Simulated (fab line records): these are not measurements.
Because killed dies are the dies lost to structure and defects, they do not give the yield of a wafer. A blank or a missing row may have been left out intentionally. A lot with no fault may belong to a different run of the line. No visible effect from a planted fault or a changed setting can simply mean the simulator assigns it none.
Problem report in the 8D (eight disciplines) form, filled by code :: flow sky130 :: the parts of the form that need people (team, actions taken, sign-off) are left out

## 1. THE ISSUE
At SKY_CONTACT_CMP_27, time to endpoint s averages 42.2 s over 3 wafers from 3 lots, while fault-free wafers read 80.2 s, standard deviation 2.7. Relative to the usual mean, that is a shift of -14 standard deviations.
The step: polishes, stops on SiO2, t overpolish 15 s, target thk 0 nm.
First seen on wafer L348.3, day 34 05:24, on cmp-01. The record has a number at this step for 38 wafers belonging to 13 lots. By rule, "out" or "out of limits" means more than 4 standard deviations away from the usual mean. All remaining wafers that have a number are taken as sound.

## 2. WHAT IT IS AND WHAT IT IS NOT
question: which readings at this step
is: time to endpoint s
is not: motor current A, overpolish run s

question: which lots
is: L348, L351, L352
is not: L343, L345, L346, L347, L356, L358, L361, L362, L364, L366

question: which wafers of those lots
is: L348.3, L351.1, L352.3
is not: L348.2, L351.2, L351.4, L352.5, L352.6

question: read on which tools
is: cmp-01
is not: cmp-02

question: when
is: from day 34 05:24
is not: up to then (13 sound wafers); but 22 sound wafers of L351, L352, L356, L358, L361, L362, L364, L366 came after

## 3. THE SUSPECTS, EACH WITH WHAT RULES IT OUT
Counting: if a tool at a process step up to the reading ran every lot that is out, it stays a suspect. Sound lots after the first of them don't rule it out here, since some wafers of a struck lot are sound.
- cmp-01 at SKY_CONTACT_CMP_27 (polishes, stops on SiO2, t overpolish 15 s, target thk 0 nm): kept. Ran every lot that is out, first one L348 (day 34 05:24); last sound lot up to then L347 (day 34 01:10). On those wafers its own readings are out: time to endpoint s.
The count leaves cmp-01 at SKY_CONTACT_CMP_27.

## 4. THE CAUSE (what the simulator had put in)
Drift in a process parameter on cmp-01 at SKY_CONTACT_CMP_27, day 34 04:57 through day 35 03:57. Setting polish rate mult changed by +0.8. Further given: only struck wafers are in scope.
The count eliminated every tool but this one.

## 5. THE EFFECT CHAIN, in route order
Rows list readings where the struck wafers' mean (over those with a number) sits beyond 3 standard deviations from the usual. Only readings whose record carries a usual standard deviation are examined. hours: median over the lots of the time between each lot's start at the first step of this table that gives one and its start at this step. sigmas: the change, counted in usual standard deviations.
hours: 0
step: SKY_CONTACT_CMP_27
reading: time to endpoint s
usual: 80.2 s
on struck wafers: 42.2
change: -38.0
sigmas: -14
Here are the process steps it includes:
- SKY_CONTACT_CMP_27: polishes, stops on SiO2, t overpolish 15 s, target thk 0 nm.
Later measuring or inspecting steps at which every struck wafer that the step has a row for has a number for every such reading, and none has moved that far: SKY_METAL1_THK_MEAS_06.

## 6. HOW IT WOULD HAVE BEEN CAUGHT EARLIER
The fault began at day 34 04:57; the first out-of-limits reading in this record came at day 34 05:24, 0 hours later.
